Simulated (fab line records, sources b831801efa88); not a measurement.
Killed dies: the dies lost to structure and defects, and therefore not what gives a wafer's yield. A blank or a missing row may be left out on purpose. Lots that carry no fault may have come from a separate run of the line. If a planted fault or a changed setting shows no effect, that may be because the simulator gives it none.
2 desks looking at one fault :: flow gf180mcu :: each desk holds nothing but its own numbers, with what lay behind them at the end

## THE METROLOGY DESK
Means of the sampled wafers that have a number, per lot and without regard to the tool the lot ran on: this is what the gauges read. A lot is out of limits, marked OUT, if its mean lies more than 4 standard deviations from the usual mean; the brackets give that distance.
Columns: A = STI_CVD_03_THK at GF_STI_THK_MEAS_04, usual 207.1 nm; B = CONTACT_CVD_02_THK at GF_CONTACT_THK_MEAS_03, usual 859 nm; C = cdNm at GF_CONTACT_CD_MEAS_14, usual 220.4 nm
lot: L212
first seen here: day 1 23:34
A: 206.3
B: 861
C: 221.2

lot: L213
first seen here: day 2 06:31
A: 205.6
B: 855
C: 220.0

lot: L214
first seen here: day 2 09:34
A: 207.3
B: 846
C: 221.3

lot: L215
first seen here: day 2 14:34
A: 208.8
B: 863
C: 220.9

lot: L216
first seen here: day 2 19:35
A: 207.0
B: 859
C: 220.6

lot: L218
first seen here: day 3 05:35
A: 206.8
B: 867
C: 221.8

lot: L224
first seen here: day 4 11:38
A: 206.6
B: -
C: -

lot: L225
first seen here: day 4 16:34
A: 207.2
B: -
C: -

lot: L229
first seen here: day 5 13:53
A: 207.5
B: 865
C: 224.3

lot: L232
first seen here: day 6 03:34
A: 204.7
B: 852
C: 221.2

lot: L233
first seen here: day 6 10:53
A: 206.8
B: 859
C: 221.1
This desk's finding: nothing out of limits on any of the 11 lots.

## AT THE TOOL OWNER'S DESK: rieDiel-02
The tool's own readings at GF_STI_ETCH_13 (etches the open film in CHF3/O2, stops on Si, target depth 282.31 nm, time 112.9 s): means of the sampled wafers that have a number, for each lot that ran on this tool. A lot is out of limits, marked OUT, if its mean lies more than 4 standard deviations from the usual mean; the brackets give that distance.
Columns: A = O2_flow_sccm at GF_STI_ETCH_13, usual 5.002 sccm; B = drypumpMotorCurrentA at GF_STI_ETCH_13, usual 5.8 A; C = oesProductAu at GF_STI_ETCH_13, usual 0.832 a.u.; D = runLengthS at GF_STI_ETCH_13, usual 141.4 s; E = throttleValvePct at GF_STI_ETCH_13, usual 8.811 %
lot: L212
first seen here: day 2 11:21
A: 5.011
B: 5.7
C: 0.833
D: 141.5
E: 8.809

lot: L218
first seen here: day 3 19:03
A: 5.002
B: 5.6
C: 0.833
D: 141.3
E: 8.809

lot: L224
first seen here: day 5 00:58
A: 4.995
B: 5.4
C: 0.992 (+25) OUT
D: 60.6 (-99 or more) OUT
E: 8.871 (+6.4) OUT

lot: L225
first seen here: day 5 06:39
A: 4.987
B: 5.7
C: 0.993 (+26) OUT
D: 60.9 (-99 or more) OUT
E: 8.863 (+5.5) OUT
Finding of this desk: L224, L225 out of limits; the first was L224 at day 5 00:58, on oesProductAu at GF_STI_ETCH_13. In limits: L212, L218.

## ALL TOGETHER
On L224, L225, at day 5 00:58, an alarm was possible from the tool owner's desk.
The metrology desk saw nothing out of limits.
The metrology desk has L224, L225 on record, within its limits.
All the named lots went through GF_STI_ETCH_13 on rieDiel-02.

## WHAT WAS PUT IN BY THE SIMULATOR
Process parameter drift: rieDiel-02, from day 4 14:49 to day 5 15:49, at GF_STI_ETCH_13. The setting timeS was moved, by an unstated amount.
Shown lots that were struck: L224, L225.
Hours from the fault's start to each desk's first reading out of limits: the tool owner's desk, 10.
